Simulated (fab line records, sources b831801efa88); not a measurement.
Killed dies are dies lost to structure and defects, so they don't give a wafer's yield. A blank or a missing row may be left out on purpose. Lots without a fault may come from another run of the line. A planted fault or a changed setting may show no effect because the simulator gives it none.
A struck lot beside a sound one | flow sky130 | 18 steps out of a route of 708
Sound: wafers L342.2, L342.4, L342.5. Struck: wafers L359.3, L359.5, L359.6. The cause comes at the end.
At each step with rows: each side's tool, then ch and its chambers, then its first start. Under that, the readings that differ: sound wafers | struck wafers | difference of the means | sigmas: that difference in standard deviations of wafers without a fault.
alike: readings whose means differ by less than 2 such deviations, and words and numbers that are the same on both sides. not compared: withheld readings, readings that some wafer has no value for, bounds like >300 that may hide the same value, and numbers for which the record gives no deviation and whose values overlap.
The two part at a step that has a row with sigmas, a row that says differs or no value, or rows on one side only. Numbers that don't overlap but have no deviation are shown without sigmas and don't part them. A reading that every wafer of one side lacks parts them only if that side has two wafers or more.

first, 3 steps without rows for these wafers: SKY_SONOS_ONO_WET_ETCH_18 (etches Si3N4 in H3PO4, target depth 15 nm, time 172 s); SKY_GATE_OXIDE_CLEAN_00 (cleans in SC1/SC2, time 150 s); SKY_GATE_OXIDE_OXIDATION_01 (stabilise 600 s, purge 300 s, target thk 10.268 nm).
SKY_GATE_OXIDE_THK_MEAS_02:
  sound on film_metro-03, day 13 17:07; struck on film_metro-03, day 19 07:28
  reading                          | sound            | struck            | difference | sigmas
  GATE_OXIDE_OXIDATION_00_THK (nm) | 10.11 9.76 10.01 | 10.30 10.41 10.46 | +0.43      | +2
then, 7 steps without rows for these wafers: SKY_GATE_OXIDE_DEHYDRATE_03 (time 60 s); SKY_GATE_OXIDE_HMDS_04 (prime time 60 s); SKY_GATE_OXIDE_COAT_05 (resist thk 1140 nm); SKY_GATE_OXIDE_SOFTBAKE_06 (time 60 s); SKY_GATE_OXIDE_EXPOSE_07 (exposes mask LVOM, target cd 600 nm); SKY_GATE_OXIDE_PEB_08; SKY_GATE_OXIDE_DEVELOP_09 (develop time 58.9 s).
SKY_GATE_OXIDE_OVL_MEAS_10:
  sound on overlay-01, day 14 18:43; struck on overlay-02, day 20 12:50
  alike: GATE_OXIDE_OVL
SKY_GATE_OXIDE_IMPLANT_11:
  sound on implanter-04 ch 0, day 14 18:46; struck on implanter-04 ch 0, day 20 13:13
then, 1 step without rows for these wafers: SKY_GATE_OXIDE_WET_ETCH_12 (etches SiO2 in dHF, target depth 16.8 nm, time 336 s).
SKY_GATE_OXIDE_STRIP_13: strips in O2/N2.
  sound on plasma_asher-04 ch 0,1, day 14 19:00; struck on plasma_asher-01 ch 0,1, day 20 13:28
  reading                      | sound             | struck            | difference | sigmas
  strip_time_to_endpoint_s (s) | 14.10 14.12 14.12 | 14.20 14.23 14.20 | +0.10      | +2
  alike: chamber_pressure_mTorr, drypump_motor_current_A, o2_flow_sccm, oes_product_au
  not compared: rf_hours_counter_h
SKY_GATE_OXIDE_TW_MEAS_14:
  sound on film_metro-01, day 14 19:07; struck on film_metro-02, day 20 13:47
  reading       | sound             | struck            | difference | sigmas
  GATE_OXIDE_TW | 223.7 222.9 223.4 | 271.0 270.1 269.0 | +46.7      | +29
then, 2 steps without rows for these wafers: SKY_GATE_OXIDE_CLEAN_15 (cleans in SC1/SC2, time 150 s); SKY_PAD_OPEN_PROBE_99.

WHERE THEY PART
First at SKY_GATE_OXIDE_THK_MEAS_02; last, within this record, at SKY_GATE_OXIDE_TW_MEAS_14.

WHY: what the simulator had put in
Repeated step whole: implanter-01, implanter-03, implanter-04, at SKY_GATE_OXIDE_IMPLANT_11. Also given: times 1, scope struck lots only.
